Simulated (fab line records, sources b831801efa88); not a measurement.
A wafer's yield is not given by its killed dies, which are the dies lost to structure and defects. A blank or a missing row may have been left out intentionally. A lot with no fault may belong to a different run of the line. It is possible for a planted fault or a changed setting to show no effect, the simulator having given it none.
Split-lot experiment :: flow sky130 :: 5 lots, 23 wafers read, on a route of 708 steps

== SPLIT DETAILS ==
At SKY_POLY_CUT_ETCH_10 (etches BARC in N2/H2, stops on SiO2, time 45.9 s, target depth 60 nm), the setting timeS was moved away from the recipe's 45.9 s on 9 of the 23 wafers read, by -13.7% to +8.0%. This setting was run at the recipe's value on the other wafers.

Reading taken at the split's own step.

== THE READING ==
oesProductAu, in a.u., at SKY_POLY_CUT_ETCH_10 (etches BARC in N2/H2, stops on SiO2, time 45.9 s, target depth 60 nm). Fault-free wafers of this fab line usually give 0.854 a.u., standard deviation 0.0041 a.u.

wafer: L074.1
tool, chamber at the split: rieDiel-02, 1
timeS as run, s: 43.73
against the recipe: -4.7%
oesProductAu, a.u.: 0.880
against lot-mates on the recipe: +0.025

wafer: L074.3
tool, chamber at the split: rieDiel-02, 3
timeS as run, s: 43.73
against the recipe: -4.7%
oesProductAu, a.u.: 0.883
against lot-mates on the recipe: +0.028

wafer: L074.4
tool, chamber at the split: rieDiel-02, 2
timeS as run, s: 45.9
against the recipe: recipe
oesProductAu, a.u.: 0.859
against lot-mates on the recipe: -

wafer: L074.5
tool, chamber at the split: rieDiel-02, 1
timeS as run, s: 45.9
against the recipe: recipe
oesProductAu, a.u.: 0.852
against lot-mates on the recipe: -

wafer: L074.6
tool, chamber at the split: rieDiel-02, 0
timeS as run, s: 43.73
against the recipe: -4.7%
oesProductAu, a.u.: 0.874
against lot-mates on the recipe: +0.019

wafer: L079.4
tool, chamber at the split: rieDiel-01, 1
timeS as run, s: 45.9
against the recipe: recipe
oesProductAu, a.u.: 0.848
against lot-mates on the recipe: -

wafer: L079.5
tool, chamber at the split: rieDiel-01, 3
timeS as run, s: 45.9
against the recipe: recipe
oesProductAu, a.u.: 0.847
against lot-mates on the recipe: -

wafer: L079.6
tool, chamber at the split: rieDiel-01, 0
timeS as run, s: 45.9
against the recipe: recipe
oesProductAu, a.u.: 0.852
against lot-mates on the recipe: -

wafer: L082.1
tool, chamber at the split: rieDiel-02, 0
timeS as run, s: 45.9
against the recipe: recipe
oesProductAu, a.u.: 0.855
against lot-mates on the recipe: -

wafer: L082.2
tool, chamber at the split: rieDiel-02, 3
timeS as run, s: 39.61
against the recipe: -13.7%
oesProductAu, a.u.: 0.935
against lot-mates on the recipe: +0.085

wafer: L082.4
tool, chamber at the split: rieDiel-02, 1
timeS as run, s: 45.9
against the recipe: recipe
oesProductAu, a.u.: 0.845
against lot-mates on the recipe: -

wafer: L082.5
tool, chamber at the split: rieDiel-02, 3
timeS as run, s: 39.61
against the recipe: -13.7%
oesProductAu, a.u.: 0.931
against lot-mates on the recipe: +0.081

wafer: L082.6
tool, chamber at the split: rieDiel-02, 2
timeS as run, s: 39.61
against the recipe: -13.7%
oesProductAu, a.u.: 0.930
against lot-mates on the recipe: +0.080

wafer: L083.1
tool, chamber at the split: rieDiel-02, 2
timeS as run, s: 45.9
against the recipe: recipe
oesProductAu, a.u.: 0.852
against lot-mates on the recipe: -

wafer: L083.2
tool, chamber at the split: rieDiel-02, 1
timeS as run, s: 49.59
against the recipe: +8.0%
oesProductAu, a.u.: 0.844
against lot-mates on the recipe: -0.013

wafer: L083.3
tool, chamber at the split: rieDiel-02, 3
timeS as run, s: 49.59
against the recipe: +8.0%
oesProductAu, a.u.: 0.839
against lot-mates on the recipe: -0.018

wafer: L083.4
tool, chamber at the split: rieDiel-02, 0
timeS as run, s: 49.59
against the recipe: +8.0%
oesProductAu, a.u.: 0.842
against lot-mates on the recipe: -0.015

wafer: L083.5
tool, chamber at the split: rieDiel-02, 3
timeS as run, s: 45.9
against the recipe: recipe
oesProductAu, a.u.: 0.862
against lot-mates on the recipe: -

wafer: L084.1
tool, chamber at the split: rieDiel-01, 2
timeS as run, s: 45.9
against the recipe: recipe
oesProductAu, a.u.: 0.853
against lot-mates on the recipe: -

wafer: L084.2
tool, chamber at the split: rieDiel-01, 0
timeS as run, s: 45.9
against the recipe: recipe
oesProductAu, a.u.: 0.857
against lot-mates on the recipe: -

wafer: L084.3
tool, chamber at the split: rieDiel-01, 3
timeS as run, s: 45.9
against the recipe: recipe
oesProductAu, a.u.: 0.852
against lot-mates on the recipe: -

wafer: L084.5
tool, chamber at the split: rieDiel-01, 2
timeS as run, s: 45.9
against the recipe: recipe
oesProductAu, a.u.: 0.860
against lot-mates on the recipe: -

wafer: L084.6
tool, chamber at the split: rieDiel-01, 1
timeS as run, s: 45.9
against the recipe: recipe
oesProductAu, a.u.: 0.852
against lot-mates on the recipe: -

FIT RESULTS
A straight line over all 23 wafers: oesProductAu changes by -0.00448 a.u. for each +1% of timeS; r = -0.93; the points scatter about the line by 0.01 a.u.
The same after taking each lot's own level away (the mean of its wafers on the recipe; 23 wafers): -0.00474 a.u. for each +1%; r = -0.95; scatter 0.0098 a.u.
That fit puts the effect of the largest move of timeS on the reading at 0.065 a.u.
Measured against the standard deviation above, the lots' own levels, which go from 0.8490 to 0.8570 a.u., span 2.0 times it.
Hence the lot-to-lot level has little effect on the slope; both slopes agree.
Check: for one of the wafers moved furthest among these (-13.7%), held out of the fit, the line's prediction against its lot-mates is +0.0657 a.u. It came out at +0.085 a.u. against them.
Tool readings at the split's step, against how far the setting was moved: oesProductAu r = -0.93.

== OTHER SPLITS APPLIED TO THESE WAFERS ==
Before the reading, these wafers also passed through other splits. Each is held against what the fit with the lots' levels taken away leaves over:
other split on the same wafers: SKY_LDD_LDN_IMPLANT_10 doseCm2
wafers away from the commonest value: 6
r with oesProductAu (lot level and that fit taken away): +0.02

other split on the same wafers: SKY_POLY_CUT_COAT_03 spinRpm
wafers away from the commonest value: 9
r with oesProductAu (lot level and that fit taken away): -0.22

== FILE'S OWN FIT ==
oesProductAu changes by -0.00494 a.u. for each +1% of timeS, r = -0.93.
